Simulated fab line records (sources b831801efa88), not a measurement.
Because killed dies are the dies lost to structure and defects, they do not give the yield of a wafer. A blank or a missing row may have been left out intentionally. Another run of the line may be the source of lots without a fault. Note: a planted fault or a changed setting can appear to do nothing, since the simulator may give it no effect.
Which tool is to blame? | flow sky130 | 13 lots, 39 wafers sampled, at 2 steps of a route of 708

## WHAT THE GAUGES SHOWED, per wafer
SKY_VT_ADJUST_LVTN_OVL_MEAS_07.
lot  | measured     | on         | VT_ADJUST_LVTN_OVL (nm)
L861 | day 7 11:50  | overlay-01 | 2.2 1.0 -0.8
L863 | day 7 20:19  | overlay-02 | 0.6 2.6 1.3
L864 | day 8 03:05  | overlay-02 | -1.4 0.5 1.7
L866 | day 8 16:48  | overlay-01 | -0.9 -1.0 1.2
L872 | day 10 03:45 | overlay-02 | 3.9 1.0 1.5
L873 | day 10 07:41 | overlay-01 | -0.3 1.1 -1.1
L874 | day 10 16:46 | overlay-02 | 1.4 1.7 1.5
L875 | day 11 03:58 | overlay-02 | 0.7 1.3 2.2
L876 | day 11 05:26 | overlay-01 | 1.8 1.7 1.0
L877 | day 11 08:08 | overlay-01 | -0.6 -0.1 2.3
L880 | day 12 05:02 | overlay-02 | 1.7 -0.3 -0.7
L882 | day 12 20:24 | overlay-01 | 1.1 0.2 -0.3
L883 | day 13 04:34 | overlay-01 | 0.6 -1.3 0.3

SKY_GATE_OXIDE_TW_MEAS_14.
lot  | measured     | on            | GATE_OXIDE_TW
L861 | day 14 11:07 | film-metro-04 | 224.1 222.9 224.4
L863 | day 14 22:47 | film-metro-02 | 226.7 225.7 224.1
L864 | day 15 06:05 | film-metro-04 | 222.6 222.9 222.6
L866 | day 15 22:40 | film-metro-02 | 225.9 224.6 225.6
L872 | day 18 06:18 | film-metro-02 | 226.1 226.9 225.3
L873 | day 18 06:35 | film-metro-03 | 225.3 225.8 225.8
L874 | day 18 16:53 | film-metro-02 | 225.6 225.8 224.9
L875 | day 19 09:26 | film-metro-02 | 222.8 222.9 223.2
L876 | day 19 14:03 | film-metro-02 | 222.1 223.7 224.4
L877 | day 19 18:20 | film-metro-03 | 227.4 227.0 226.1
L880 | day 20 20:04 | film-metro-04 | 222.4 223.4 222.9
L882 | day 21 14:29 | film-metro-02 | 223.7 223.0 223.5
L883 | day 22 00:40 | film-metro-03 | 224.9 224.6 225.3

## EACH LOT AND THE TOOL THAT RAN IT (in order: tool; ch and the chambers of the sampled wafers; start)
The record shows no process step preceding these readings.

## WHAT THE TOOLS THEMSELVES READ (means of the sampled wafers that have a number; where no wafer has one, the mark that the record gives instead)
The record holds no such reading with a usual standard deviation.

## THE ANSWER, worked out from the rows above alone
Rule: usual is defined by the lots themselves. Put in order of their means at a reading, lots are off if they are a third of the lots or fewer, leave a main group of 4 or more, and stand apart from it by a gap of 3 or more times the standard deviation of the main group's means; of several such gaps the widest counts. If all means in a main group match to the digits the tables above print for the reading, that group is not used. Also off: a lot with no number at a reading for which 4 or more lots have one. All remaining lots with rows at the step are treated as sound. Order of review: gauges by route order, followed by the tools' own readings, for which a lot's mean as printed above is used. The first step at which some lot is off is used, and at that step the reading that is off furthest; a lot without a number counts as furthest.
No lot is off on any of the readings shown, so nothing can be concluded from this.

## WHAT WAS PUT IN BY THE SIMULATOR
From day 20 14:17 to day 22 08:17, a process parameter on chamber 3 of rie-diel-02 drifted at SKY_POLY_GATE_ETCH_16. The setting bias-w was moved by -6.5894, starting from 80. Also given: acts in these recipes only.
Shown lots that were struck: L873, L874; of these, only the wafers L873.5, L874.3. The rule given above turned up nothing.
